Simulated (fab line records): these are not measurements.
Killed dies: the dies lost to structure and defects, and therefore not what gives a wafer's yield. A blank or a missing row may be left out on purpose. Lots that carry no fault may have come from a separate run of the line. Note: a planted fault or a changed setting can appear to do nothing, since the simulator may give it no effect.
A struck lot beside a sound one | flow sky130 | 32 steps out of a route of 708
Sound: these wafers, L832.1, L832.4, L832.6. Wafers L839.1, L839.3, L839.5 were the ones struck. The cause is given at the end.
At each step with rows: each side's tool, then ch and its chambers, then its first start. Under that, the readings that differ: sound wafers | struck wafers | difference of the means | sigmas: that difference in standard deviations of wafers without a fault.
alike: readings whose means differ by less than 2 such deviations, and words and numbers that are the same on both sides. not compared: withheld readings, readings that some wafer has no value for, bounds like >300 that may hide the same value, and numbers for which the record gives no deviation and whose values overlap.
Wherever a step has rows on one side only, a row that says differs or no value, or a row with sigmas, the two part there. Numbers that have no deviation but don't overlap get no sigmas and don't part them. Lack of a reading on every wafer of one side parts them only where that side has two or more wafers.

first, 4 steps without rows for these wafers: SKY_VIA1_STRIP_17 (strips in post etch residue remover, time 1200 s); SKY_VIA1_CLEAN_18 (cleans in IPA, time 180 s); SKY_VIA1_CLEAN_19 (cleans in O3/DIW); SKY_VIA1_SPUTTER_20 (material TiN, target thk 20 nm, time 80 s).
SKY_VIA1_CVD_21: deposits W, target thk 270 nm, time 80.902 s.
  sound on cvd_w-02 ch 0,1, day 38 02:23; struck on cvd_w-02 ch 0,1, day 39 22:13
  alike: heater_power_w
SKY_VIA1_RS_MEAS_22: the measuring method here is four-point-probe.
  sound on film_metro-04 at day 38 02:29; struck on film_metro-02 at day 39 22:19
  alike: VIA1_W_RS
SKY_VIA1_THK_MEAS_23: measures by xrf.
  sound on film_metro-04 at day 38 02:36; struck on film_metro-02 at day 39 22:26
  alike: VIA1_W_THK
then, 2 steps without rows for these wafers: SKY_VIA1_CMP_24 (polishes, stops on SiO2, t overpolish 15 s, target thk 0 nm); SKY_METAL2_SPUTTER_00 (material Ti, target thk 15 nm, time 10 s).
SKY_METAL2_SPUTTER_01: material TiN, target thk 20 nm, time 16.7 s.
  sound on pvd_sputter-04 at day 38 02:59; struck on pvd_sputter-04 at day 39 22:49
  alike: throttle_valve_pct
then, 1 step without rows for these wafers: SKY_METAL2_SPUTTER_02 (material AlCu, target thk 250 nm, time 13.3 s).
SKY_METAL2_SPUTTER_03: material Ti, target thk 5 nm, time 3.3 s.
  sound on pvd_sputter-04 at day 38 03:02; struck on pvd_sputter-04 at day 39 22:52
  alike: throttle_valve_pct
SKY_METAL2_SPUTTER_04: material TiN, target thk 70 nm, time 58.3 s.
  sound on pvd_sputter-04 at day 38 03:03; struck on pvd_sputter-04 at day 39 22:53
  reading                                    | sound            | struck            | difference | sigmas
  model.TiN_of_METAL2_SPUTTER_04.thk_nm (nm) | 70.6 69.48 69.53 | 105.2 103.9 103.8 | +34.4      |
  alike: throttle_valve_pct
SKY_METAL2_RS_MEAS_05: the measuring method here is four-point-probe.
  sound on film_metro-02 at day 38 03:06; struck on film_metro-04 at day 39 22:56
  alike: METAL2_ALCU_RS
SKY_METAL2_THK_MEAS_06: measures by xrf.
  sound on film_metro-02 at day 38 03:13; struck on film_metro-04 at day 39 23:03
  reading              | sound             | struck            | difference | sigmas
  METAL2_ALCU_THK (nm) | 249.7 250.5 249.9 | 228.4 230.2 230.4 | -20.4      | -7
then, 8 steps without rows for these wafers: SKY_METAL2_DEHYDRATE_07 (time 60 s); SKY_METAL2_HMDS_08 (prime time 60 s); SKY_METAL2_COAT_09 (resist thk 60 nm); SKY_METAL2_COAT_10 (resist thk 450 nm); SKY_METAL2_SOFTBAKE_11 (time 90 s); SKY_METAL2_EXPOSE_12 (exposes mask MM2, target cd 140 nm); SKY_METAL2_PEB_13; SKY_METAL2_DEVELOP_14 (develop time 60 s).
SKY_METAL2_CD_MEAS_15: the cd target is 140 nm.
  sound on cd_sem-02 at day 39 04:14; struck on cd_sem-01 at day 40 23:49
  alike: cd_nm
SKY_METAL2_OVL_MEAS_16:
  sound on overlay-02 at day 39 04:22; struck on overlay-01 at day 40 23:56
  alike: METAL2_OVL
then, 1 step without rows for these wafers: SKY_METAL2_DESCUM_17 (chemistry O2, time 8 s).
SKY_METAL2_ETCH_18: etches BARC in N2/H2, stops on SiO2, time 45.9 s, target depth 60 nm.
  sound on rie_metal-03 ch 0, day 39 04:26; struck on rie_metal-03 ch 0,1, day 41 00:00
  alike: drypump_motor_current_A, h2_flow_sccm, oes_product_au, throttle_valve_pct
  not compared: rf_hours_counter_h
then, 1 step without rows for these wafers: SKY_METAL2_METAL_ETCH_19 (etches the open film in Cl2/BCl3, stops on SiO2, target depth 360 nm, time 78 s).
SKY_METAL2_STRIP_20: strips in O2/N2.
  sound on plasma_asher-03 ch 1, day 39 04:35; struck on plasma_asher-02 ch 0,1, day 41 00:10
  alike: drypump_motor_current_A, oes_product_au, strip_time_to_endpoint_s
  not compared: rf_hours_counter_h
SKY_METAL2_STRIP_21: strips in post etch residue remover, time 1200 s.
  sound on wet_bench-03 ch 0, day 39 04:41; struck on wet_bench-01 ch 3, day 41 00:16
  reading                                    | sound             | struck            | difference | sigmas
  model.TiN_of_METAL2_SPUTTER_04.thk_nm (nm) | 70.18 69.05 69.11 | 104.8 103.5 103.4 | +34.5      |
then, 1 step without rows for these wafers: SKY_METAL2_CLEAN_22 (cleans in IPA, time 180 s).
-- the record jumps here: 9 days lie between the struck wafers' starts before and after (it left off in module METAL2 and takes up again in module PAD_OPEN, whose first step shown is number 708 of the route) --
SKY_PAD_OPEN_PROBE_99:
  sound on prober-01 at day 48 22:56; struck on prober-02 at day 50 05:52
  alike: defect_limited_yield, killed_at_M0_to_M3, killed_at_M4_up, killed_at_contacts, killed_at_front_end, killed_at_other, killed_dies, killed_open, killed_short, sort_bin_3_pad_short, sort_bin_5_function, sort_bin_6_memory, sort_n_pass, sort_yield_pct
  not compared: model.etest.via2_chain.rc_ohm

## WHERE THEY PART
SKY_METAL2_THK_MEAS_06 only, going by this record. Later steps at which nothing parts them and some readings are alike: SKY_METAL2_CD_MEAS_15, SKY_METAL2_OVL_MEAS_16, SKY_METAL2_ETCH_18, SKY_METAL2_STRIP_20, SKY_PAD_OPEN_PROBE_99.

WHY: what had been put in by the simulator
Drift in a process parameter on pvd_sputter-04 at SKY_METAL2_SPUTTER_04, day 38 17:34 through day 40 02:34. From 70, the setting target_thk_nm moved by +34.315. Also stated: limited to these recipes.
